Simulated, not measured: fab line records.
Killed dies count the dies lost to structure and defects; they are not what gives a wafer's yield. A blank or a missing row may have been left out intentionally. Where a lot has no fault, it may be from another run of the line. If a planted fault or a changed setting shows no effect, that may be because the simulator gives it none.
fab line records :: flow sfq_line
record:
  lots: 6
  wafers: 18
  last_day: 86
route steps=325 shown I7@303 M8@311
lots that met no fault: from a run of the same line without faults
start_h: hours from the record's first day to the start of the lot's first wafer shown :: wait_h: hours since the lot's step before :: " as in the row above :: L1.1+2: a single row standing in for several wafers :: - either no value or no given start :: * or withheld: withheld :: < > ~ a bound
route shown NAME@n: a module of which the file shows steps, and the number in the route of the first :: usual: mean/standard deviation taken from wafers without a fault :: same: alike in all rows :: chamber/n: place in a boat :: sites: per-site readings :: _std_site: standard deviation across them :: _edge_site: mean of outer sites minus mean of inner sites :: radius_mm: how far each site lies from the wafer's centre :: mask NAME#n: copy n :: behind: tool/chamber where the wafer was last shaped :: hold: why the lot was held/for how many hours/how that ended :: device: the n, p or np transistor that did not switch :: end of line: the tests these same wafers got at the end of their route :: a step given without rows: its recipe and nothing more :: killed: the dies lost at the first sort to structure and to defects; this is not the yield of the wafer :: map: per-die view of a wafer (x killed, . not killed, _ where there is no die)
set.NAME: setting as actually run; set.NAME@STEP: the setting as run at that earlier step :: model.NAME: the simulator's own value behind a step, which no gauge read
lots at some steps of the route; a table a step, a row a wafer
services: when a tool's chamber went out of use (start_h, in hours from the record's first day, below 0 if earlier), for how many hours, and the reason
== steps ==
step: SFQ_TRILAYER_I7_VIA_LITHO_EXPOSE_188
recipe:
  mask_id: I7
  na: 0.6
  source_shape: conventional
  sigma_outer: 0.65
  target_cd_nm: 1000
  dose_mj: 21.3
step: SFQ_TRILAYER_I7_VIA_LITHO_PEB_190
recipe:
  peb_temp_c: 115
  peb_time_s: 60
  resist: KrF
step: SFQ_TRILAYER_I7_VIA_LITHO_DEVELOP_189
recipe:
  time_s: 60
  resist: KrF
step: SFQ_I7_OVL_MEAS_947
usual:
  I7_OVL: 1/5.2
lot.wafer: L885.1
tool: overlay-01
chamber: -
start_h: 1822.95
wait_h: 0.1
I7_OVL[nm]: -3

lot.wafer: L885.3
tool: overlay-01
chamber: -
start_h: 1822.95
wait_h: 0.1
I7_OVL[nm]: -4

lot.wafer: L885.5
tool: overlay-01
chamber: -
start_h: 1822.95
wait_h: 0.1
I7_OVL[nm]: -9

lot.wafer: L886.2
tool: overlay-01
chamber: -
start_h: 1827.76
wait_h: 0.1
I7_OVL[nm]: -2

lot.wafer: L886.4
tool: overlay-01
chamber: -
start_h: 1827.76
wait_h: 0.1
I7_OVL[nm]: 2

lot.wafer: L886.5
tool: overlay-01
chamber: -
start_h: 1827.76
wait_h: 0.1
I7_OVL[nm]: 3

lot.wafer: L888.3
tool: overlay-01
chamber: -
start_h: 1865.69
wait_h: 0.1
I7_OVL[nm]: -7

lot.wafer: L888.4
tool: overlay-01
chamber: -
start_h: 1865.69
wait_h: 0.1
I7_OVL[nm]: 0

lot.wafer: L888.6
tool: overlay-01
chamber: -
start_h: 1865.69
wait_h: 0.1
I7_OVL[nm]: -4

lot.wafer: L889.1
tool: overlay-02
chamber: -
start_h: 1872.88
wait_h: 0.1
I7_OVL[nm]: -3

lot.wafer: L889.3
tool: overlay-02
chamber: -
start_h: 1872.88
wait_h: 0.1
I7_OVL[nm]: 1

lot.wafer: L889.4
tool: overlay-02
chamber: -
start_h: 1872.88
wait_h: 0.1
I7_OVL[nm]: -3

lot.wafer: L900.2
tool: overlay-02
chamber: -
start_h: 1953.14
wait_h: 0.1
I7_OVL[nm]: -1

lot.wafer: L900.4
tool: overlay-02
chamber: -
start_h: 1953.14
wait_h: 0.1
I7_OVL[nm]: -5

lot.wafer: L900.6
tool: overlay-02
chamber: -
start_h: 1953.14
wait_h: 0.1
I7_OVL[nm]: -10

lot.wafer: L905.2
tool: overlay-01
chamber: -
start_h: 1977.62
wait_h: 0.1
I7_OVL[nm]: 5

lot.wafer: L905.3
tool: overlay-01
chamber: -
start_h: 1977.62
wait_h: 0.1
I7_OVL[nm]: -7

lot.wafer: L905.6
tool: overlay-01
chamber: -
start_h: 1977.62
wait_h: 0.1
I7_OVL[nm]: 0
step: SFQ_TRILAYER_I7_VIA_BARC_OPEN_VIA_ETCH_260
recipe:
  mask_material: PR
  chemistry: O2
  target_depth_nm: 125
  target: BARC
  source_w: 500
  bias_w: 80
  pressure_mtorr: 30
  time_s: 41.7
usual:
  drypump_motor_current_A: 5.9/0.39
  oes_product_au: 0.684/0.0046
lot.wafer: L885.1
tool: rie_diel-01
chamber: 3
start_h: 1822.99
wait_h: 0.0
drypump_motor_current_A: 5.9
oes_product_au: 0.674
rf_hours_counter_h: 4

lot.wafer: L885.3
tool: rie_diel-01
chamber: 1
start_h: 1822.99
wait_h: 0.0
drypump_motor_current_A: 5.1
oes_product_au: 0.680
rf_hours_counter_h: 4

lot.wafer: L885.5
tool: rie_diel-01
chamber: 3
start_h: 1822.99
wait_h: 0.0
drypump_motor_current_A: 5.9
oes_product_au: 0.682
rf_hours_counter_h: -

lot.wafer: L886.2
tool: rie_diel-02
chamber: 3
start_h: 1827.79
wait_h: 0.0
drypump_motor_current_A: 5.6
oes_product_au: 0.673
rf_hours_counter_h: 19

lot.wafer: L886.4
tool: rie_diel-02
chamber: 0
start_h: 1827.79
wait_h: 0.0
drypump_motor_current_A: 5.8
oes_product_au: 0.680
rf_hours_counter_h: 15

lot.wafer: L886.5
tool: rie_diel-02
chamber: 0
start_h: 1827.79
wait_h: 0.0
drypump_motor_current_A: 5.8
oes_product_au: 0.675
rf_hours_counter_h: -

lot.wafer: L888.3
tool: rie_diel-04
chamber: 2
start_h: 1865.71
wait_h: 0.0
drypump_motor_current_A: 6.2
oes_product_au: 0.689
rf_hours_counter_h: 13

lot.wafer: L888.4
tool: rie_diel-04
chamber: 1
start_h: 1865.71
wait_h: 0.0
drypump_motor_current_A: 5.7
oes_product_au: 0.685
rf_hours_counter_h: 5

lot.wafer: L888.6
tool: rie_diel-04
chamber: 0
start_h: 1865.71
wait_h: 0.0
drypump_motor_current_A: 6.5
oes_product_au: 0.679
rf_hours_counter_h: -

lot.wafer: L889.1
tool: rie_diel-02
chamber: 3
start_h: 1872.91
wait_h: 0.0
drypump_motor_current_A: 5.6
oes_product_au: 0.679
rf_hours_counter_h: 0

lot.wafer: L889.3
tool: rie_diel-02
chamber: 0
start_h: 1872.91
wait_h: 0.0
drypump_motor_current_A: 5.8
oes_product_au: 0.684
rf_hours_counter_h: 16

lot.wafer: L889.4
tool: rie_diel-02
chamber: 2
start_h: 1872.91
wait_h: 0.0
drypump_motor_current_A: 6.0
oes_product_au: 0.683
rf_hours_counter_h: 13

lot.wafer: L900.2
tool: rie_diel-02
chamber: 0
start_h: 1953.17
wait_h: 0.0
drypump_motor_current_A: 5.8
oes_product_au: 0.685
rf_hours_counter_h: 17

lot.wafer: L900.4
tool: rie_diel-02
chamber: 1
start_h: 1953.17
wait_h: 0.0
drypump_motor_current_A: 5.5
oes_product_au: 0.681
rf_hours_counter_h: -

lot.wafer: L900.6
tool: rie_diel-02
chamber: 0
start_h: 1953.17
wait_h: 0.0
drypump_motor_current_A: 5.8
oes_product_au: 0.682
rf_hours_counter_h: -

lot.wafer: L905.2
tool: rie_diel-02
chamber: 0
start_h: 1977.65
wait_h: 0.0
drypump_motor_current_A: 5.8
oes_product_au: 0.679
rf_hours_counter_h: 17

lot.wafer: L905.3
tool: rie_diel-02
chamber: 3
start_h: 1977.65
wait_h: 0.0
drypump_motor_current_A: 5.6
oes_product_au: 0.687
rf_hours_counter_h: 1

lot.wafer: L905.6
tool: rie_diel-02
chamber: 0
start_h: 1977.65
wait_h: 0.0
drypump_motor_current_A: 5.8
oes_product_au: 0.688
rf_hours_counter_h: -
step: SFQ_TRILAYER_I7_VIA_ETCH_VIA_ETCH_190
recipe:
  target: SiO2
  stop_on: Nb
  mask_material: PR
  taper_deg: 20
  chemistry: CHF3
  target_depth_nm: 260
  source_w: 500
  bias_w: 80
  pressure_mtorr: 30
  time_s: withheld
usual:
  drypump_motor_current_A: 5.9/0.39
  oes_product_au: 0.856/0.0056
lot.wafer: L885.1
tool: rie_diel-01
chamber: 3
start_h: 1823.03
wait_h: 0.0
drypump_motor_current_A: 5.9
oes_product_au: 0.856

lot.wafer: L885.3
tool: rie_diel-01
chamber: 1
start_h: 1823.03
wait_h: 0.0
drypump_motor_current_A: 5.1
oes_product_au: 0.849

lot.wafer: L885.5
tool: rie_diel-01
chamber: 3
start_h: 1823.03
wait_h: 0.0
drypump_motor_current_A: 5.9
oes_product_au: 0.850

lot.wafer: L886.2
tool: rie_diel-02
chamber: 3
start_h: 1827.83
wait_h: 0.0
drypump_motor_current_A: 5.6
oes_product_au: 0.852

lot.wafer: L886.4
tool: rie_diel-02
chamber: 0
start_h: 1827.83
wait_h: 0.0
drypump_motor_current_A: 5.8
oes_product_au: 0.851

lot.wafer: L886.5
tool: rie_diel-02
chamber: 0
start_h: 1827.83
wait_h: 0.0
drypump_motor_current_A: 5.8
oes_product_au: 0.854

lot.wafer: L888.3
tool: rie_diel-04
chamber: 2
start_h: 1865.75
wait_h: 0.0
drypump_motor_current_A: 6.2
oes_product_au: 0.857

lot.wafer: L888.4
tool: rie_diel-04
chamber: 1
start_h: 1865.75
wait_h: 0.0
drypump_motor_current_A: 5.7
oes_product_au: 0.857

lot.wafer: L888.6
tool: rie_diel-04
chamber: 0
start_h: 1865.75
wait_h: 0.0
drypump_motor_current_A: 6.6
oes_product_au: 0.859

lot.wafer: L889.1
tool: rie_diel-02
chamber: 3
start_h: 1872.95
wait_h: 0.0
drypump_motor_current_A: 5.6
oes_product_au: 0.862

lot.wafer: L889.3
tool: rie_diel-02
chamber: 0
start_h: 1872.95
wait_h: 0.0
drypump_motor_current_A: 5.8
oes_product_au: 0.856

lot.wafer: L889.4
tool: rie_diel-02
chamber: 2
start_h: 1872.95
wait_h: 0.0
drypump_motor_current_A: 6.0
oes_product_au: 0.862

lot.wafer: L900.2
tool: rie_diel-02
chamber: 0
start_h: 1953.21
wait_h: 0.0
drypump_motor_current_A: 5.8
oes_product_au: 0.861

lot.wafer: L900.4
tool: rie_diel-02
chamber: 1
start_h: 1953.21
wait_h: 0.0
drypump_motor_current_A: 5.4
oes_product_au: 0.855

lot.wafer: L900.6
tool: rie_diel-02
chamber: 0
start_h: 1953.21
wait_h: 0.0
drypump_motor_current_A: 5.8
oes_product_au: 0.859

lot.wafer: L905.2
tool: rie_diel-02
chamber: 0
start_h: 1977.69
wait_h: 0.0
drypump_motor_current_A: 5.8
oes_product_au: 0.853

lot.wafer: L905.3
tool: rie_diel-02
chamber: 3
start_h: 1977.69
wait_h: 0.0
drypump_motor_current_A: 5.6
oes_product_au: 0.858

lot.wafer: L905.6
tool: rie_diel-02
chamber: 0
start_h: 1977.69
wait_h: 0.0
drypump_motor_current_A: 5.8
oes_product_au: 0.851
step: SFQ_TRILAYER_I7_VIA_STRIP_STRIP_191
recipe:
  gas: O2
  power_w: 200
  platen_temp_c: 40
  overash_fraction: 0.65
  chemistry: O2
  pressure_mtorr: 50
usual:
  drypump_motor_current_A: 5.30/0.27
  oes_product_au: 0.999/0.0079
  platen_temp_c: 40.02/0.12
lot.wafer: L885.1
tool: rie_metal-04
chamber: 1
start_h: 1823.14
wait_h: -
drypump_motor_current_A: 5.50
oes_product_au: 1.000
platen_temp_c: 39.96
rf_hours_counter_h: 103

lot.wafer: L885.3
tool: rie_metal-04
chamber: 0
start_h: 1823.14
wait_h: -
drypump_motor_current_A: 4.86
oes_product_au: 1.006
platen_temp_c: 40.14
rf_hours_counter_h: -

lot.wafer: L885.5
tool: rie_metal-04
chamber: 1
start_h: 1823.14
wait_h: -
drypump_motor_current_A: 5.48
oes_product_au: 1.001
platen_temp_c: 39.87
rf_hours_counter_h: -

lot.wafer: L886.2
tool: rie_metal-01
chamber: 0
start_h: 1827.94
wait_h: -
drypump_motor_current_A: 5.34
oes_product_au: 0.994
platen_temp_c: 39.83
rf_hours_counter_h: 19

lot.wafer: L886.4
tool: rie_metal-01
chamber: 1
start_h: 1827.94
wait_h: -
drypump_motor_current_A: 5.39
oes_product_au: 0.997
platen_temp_c: 40.00
rf_hours_counter_h: -

lot.wafer: L886.5
tool: rie_metal-01
chamber: 1
start_h: 1827.94
wait_h: -
drypump_motor_current_A: 5.39
oes_product_au: 1.001
platen_temp_c: 40.01
rf_hours_counter_h: -

lot.wafer: L888.3
tool: rie_metal-02
chamber: 0
start_h: 1866.07
wait_h: -
drypump_motor_current_A: 5.46
oes_product_au: 0.994
platen_temp_c: 40.04
rf_hours_counter_h: -

lot.wafer: L888.4
tool: rie_metal-02
chamber: 1
start_h: 1866.07
wait_h: -
drypump_motor_current_A: 5.68
oes_product_au: 0.993
platen_temp_c: 40.03
rf_hours_counter_h: -

lot.wafer: L888.6
tool: rie_metal-02
chamber: 0
start_h: 1866.07
wait_h: -
drypump_motor_current_A: 5.47
oes_product_au: 0.989
platen_temp_c: 40.09
rf_hours_counter_h: -

lot.wafer: L889.1
tool: rie_metal-02
chamber: 0
start_h: 1873.07
wait_h: -
drypump_motor_current_A: 5.47
oes_product_au: 0.996
platen_temp_c: 39.94
rf_hours_counter_h: 92

lot.wafer: L889.3
tool: rie_metal-02
chamber: 0
start_h: 1873.07
wait_h: -
drypump_motor_current_A: 5.49
oes_product_au: 0.996
platen_temp_c: 40.03
rf_hours_counter_h: -

lot.wafer: L889.4
tool: rie_metal-02
chamber: 1
start_h: 1873.07
wait_h: -
drypump_motor_current_A: 5.71
oes_product_au: 0.986
platen_temp_c: 40.09
rf_hours_counter_h: -

lot.wafer: L900.2
tool: rie_metal-04
chamber: 0
start_h: 1953.32
wait_h: -
drypump_motor_current_A: 4.90
oes_product_au: 1.007
platen_temp_c: 39.98
rf_hours_counter_h: 48

lot.wafer: L900.4
tool: rie_metal-04
chamber: 0
start_h: 1953.32
wait_h: -
drypump_motor_current_A: 4.90
oes_product_au: 1.001
platen_temp_c: 39.96
rf_hours_counter_h: -

lot.wafer: L900.6
tool: rie_metal-04
chamber: 0
start_h: 1953.32
wait_h: -
drypump_motor_current_A: 4.90
oes_product_au: 1.001
platen_temp_c: 39.76
rf_hours_counter_h: -

lot.wafer: L905.2
tool: rie_metal-04
chamber: 0
start_h: 1977.80
wait_h: -
drypump_motor_current_A: 4.88
oes_product_au: 1.017
platen_temp_c: 39.96
rf_hours_counter_h: 52

lot.wafer: L905.3
tool: rie_metal-04
chamber: 0
start_h: 1977.80
wait_h: -
drypump_motor_current_A: 4.89
oes_product_au: 1.015
platen_temp_c: 39.95
rf_hours_counter_h: -

lot.wafer: L905.6
tool: rie_metal-04
chamber: 1
start_h: 1977.80
wait_h: -
drypump_motor_current_A: 5.47
oes_product_au: 1.013
platen_temp_c: 39.87
rf_hours_counter_h: -
step: SFQ_TRILAYER_I7_VIA_STRIP_SOLV_CLEAN_192
recipe:
  chemistry: NMP
  temp_c: 70
  time_s: 600
step: SFQ_TRILAYER_M8_LITHO_LOR_COAT_197
recipe:
  resist: lift-off
  spin_rpm: 3000
step: SFQ_TRILAYER_M8_LITHO_LOR_BAKE_198
recipe:
  resist: lift-off
  temp_c: withheld
  time_s: withheld
step: SFQ_TRILAYER_M8_LITHO_COAT_193
recipe:
  resist: KrF
  spin_rpm: 3000
  resist_thk_nm: 600
step: SFQ_TRILAYER_M8_LITHO_SOFTBAKE_199
recipe:
  temp_c: withheld
  time_s: withheld
  resist: KrF
step: SFQ_TRILAYER_M8_LITHO_EXPOSE_194
recipe:
  mask_id: M8
  na: 0.6
  source_shape: conventional
  sigma_outer: 0.65
  target_cd_nm: 2000
  dose_mj: 14.4
usual:
  exposure_dose_mJ_cm2: 14.401/0.014
  focus_offset_nm: 0.0/0.53
  stage_vel_mm_s: 500.01/0.24
lot.wafer: L885.1
tool: krf_scanner-01
chamber: 0
start_h: 1931.23
wait_h: -
mask: M8#0
exposure_dose_mJ_cm2: 14.409
focus_offset_nm: 0.8
stage_vel_mm_s: 499.57

lot.wafer: L885.3
tool: krf_scanner-01
chamber: 0
start_h: 1931.23
wait_h: -
mask: M8#0
exposure_dose_mJ_cm2: 14.410
focus_offset_nm: 0.5
stage_vel_mm_s: 500.22

lot.wafer: L885.5
tool: krf_scanner-01
chamber: 0
start_h: 1931.23
wait_h: -
mask: M8#0
exposure_dose_mJ_cm2: 14.416
focus_offset_nm: 0.6
stage_vel_mm_s: 499.82

lot.wafer: L886.2
tool: krf_scanner-01
chamber: 0
start_h: 1936.23
wait_h: -
mask: M8#0
exposure_dose_mJ_cm2: 14.397
focus_offset_nm: -1.7
stage_vel_mm_s: 499.78

lot.wafer: L886.4
tool: krf_scanner-01
chamber: 0
start_h: 1936.23
wait_h: -
mask: M8#0
exposure_dose_mJ_cm2: 14.376
focus_offset_nm: -0.7
stage_vel_mm_s: 499.74

lot.wafer: L886.5
tool: krf_scanner-01
chamber: 0
start_h: 1936.23
wait_h: -
mask: M8#0
exposure_dose_mJ_cm2: 14.378
focus_offset_nm: -0.8
stage_vel_mm_s: 499.98

lot.wafer: L888.3
tool: krf_scanner-01
chamber: -
start_h: 1982.03
wait_h: -
mask: M8#0
exposure_dose_mJ_cm2: -
focus_offset_nm: -
stage_vel_mm_s: -

lot.wafer: L888.4
tool: krf_scanner-01
chamber: -
start_h: 1982.03
wait_h: -
mask: M8#0
exposure_dose_mJ_cm2: -
focus_offset_nm: -
stage_vel_mm_s: -

lot.wafer: L888.6
tool: krf_scanner-01
chamber: -
start_h: 1982.03
wait_h: -
mask: M8#0
exposure_dose_mJ_cm2: -
focus_offset_nm: -
stage_vel_mm_s: -

lot.wafer: L889.1
tool: krf_scanner-01
chamber: -
start_h: 1985.23
wait_h: -
mask: M8#0
exposure_dose_mJ_cm2: -
focus_offset_nm: -
stage_vel_mm_s: -

lot.wafer: L889.3
tool: krf_scanner-01
chamber: -
start_h: 1985.23
wait_h: -
mask: M8#0
exposure_dose_mJ_cm2: -
focus_offset_nm: -
stage_vel_mm_s: -

lot.wafer: L889.4
tool: krf_scanner-01
chamber: -
start_h: 1985.23
wait_h: -
mask: M8#0
exposure_dose_mJ_cm2: -
focus_offset_nm: -
stage_vel_mm_s: -

lot.wafer: L900.2
tool: krf_scanner-02
chamber: 0
start_h: 2047.09
wait_h: -
mask: M8#0
exposure_dose_mJ_cm2: 14.422
focus_offset_nm: -0.4
stage_vel_mm_s: 500.11

lot.wafer: L900.4
tool: krf_scanner-02
chamber: 0
start_h: 2047.09
wait_h: -
mask: M8#0
exposure_dose_mJ_cm2: 14.400
focus_offset_nm: 0.0
stage_vel_mm_s: 500.01

lot.wafer: L900.6
tool: krf_scanner-02
chamber: 0
start_h: 2047.09
wait_h: -
mask: M8#0
exposure_dose_mJ_cm2: 14.417
focus_offset_nm: -0.7
stage_vel_mm_s: 500.33

lot.wafer: L905.2
tool: krf_scanner-02
chamber: 0
start_h: 2062.79
wait_h: -
mask: M8#0
exposure_dose_mJ_cm2: 14.378
focus_offset_nm: 0.1
stage_vel_mm_s: 500.10

lot.wafer: L905.3
tool: krf_scanner-02
chamber: 0
start_h: 2062.79
wait_h: -
mask: M8#0
exposure_dose_mJ_cm2: 14.416
focus_offset_nm: 0.0
stage_vel_mm_s: 500.15

lot.wafer: L905.6
tool: krf_scanner-02
chamber: 0
start_h: 2062.79
wait_h: -
mask: M8#0
exposure_dose_mJ_cm2: 14.411
focus_offset_nm: 0.5
stage_vel_mm_s: 499.99
step: SFQ_TRILAYER_M8_LITHO_PEB_196
recipe:
  peb_temp_c: 115
  peb_time_s: 60
  resist: KrF
== services ==
tool: rie_diel-02
chamber: 0
start_h: 1815.79
hours: 9.2
kind: repair

tool: rie_metal-02
chamber: -
start_h: 1816.02
hours: 0.1
kind: repair

tool: rie_diel-02
chamber: 0
start_h: 1842.68
hours: 2.2
kind: repair

tool: rie_metal-02
chamber: -
start_h: 1847.14
hours: 1.4
kind: pm

tool: krf_scanner-02
chamber: -
start_h: 1857.30
hours: 1.8
kind: repair

tool: krf_scanner-01
chamber: -
start_h: 1862.85
hours: 1.0
kind: pm

tool: rie_metal-02
chamber: 0
start_h: 1882.42
hours: 2.1
kind: repair

tool: krf_scanner-02
chamber: -
start_h: 1891.56
hours: 1.3
kind: pm

tool: krf_scanner-02
chamber: -
start_h: 1897.29
hours: 1.0
kind: pm

tool: krf_scanner-01
chamber: -
start_h: 1899.78
hours: 1.3
kind: pm

tool: krf_scanner-02
chamber: -
start_h: 1902.31
hours: 3.0
kind: pm

tool: rie_diel-02
chamber: -
start_h: 1912.55
hours: 1.2
kind: repair

tool: krf_scanner-02
chamber: -
start_h: 1926.57
hours: 0.8
kind: pm

tool: rie_diel-01
chamber: 1
start_h: 1927.02
hours: 5.6
kind: repair

tool: rie_diel-02
chamber: 2
start_h: 1946.15
hours: 8.6
kind: repair

tool: rie_diel-02
chamber: -
start_h: 1961.49
hours: 14.6
kind: pm

tool: rie_diel-02
chamber: 1
start_h: 1981.51
hours: 2.7
kind: repair

tool: rie_diel-02
chamber: -
start_h: 1983.73
hours: 0.2
kind: repair

tool: rie_metal-04
chamber: -
start_h: 1998.13
hours: 0.9
kind: repair

tool: rie_diel-02
chamber: -
start_h: 2006.38
hours: 1.2
kind: repair

tool: krf_scanner-01
chamber: -
start_h: 2014.03
hours: 0.8
kind: pm

tool: rie_diel-02
chamber: -
start_h: 2022.40
hours: 0.3
kind: repair

tool: krf_scanner-01
chamber: -
start_h: 2032.37
hours: 1.0
kind: pm

tool: rie_diel-02
chamber: -
start_h: 2052.10
hours: 2.8
kind: pm
== key ==
first_sign:
  step: SFQ_TRILAYER_M8_LITHO_EXPOSE_194
  reading: tool_record
  direction: missing
effect none on later readings
met_at SFQ_TRILAYER_M8_LITHO_EXPOSE_194
struck_wafers L888.3,L888.4,L888.6,L889.1,L889.3,L889.4
onset_between 1936.23 1982.03
fault:
  kind: skipped_step_whole
  tool: krf_scanner-01
  chamber: -
  onset_h: 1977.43
  steps: SFQ_TRILAYER_M8_LITHO_EXPOSE_194
  scope: struck_lots_only
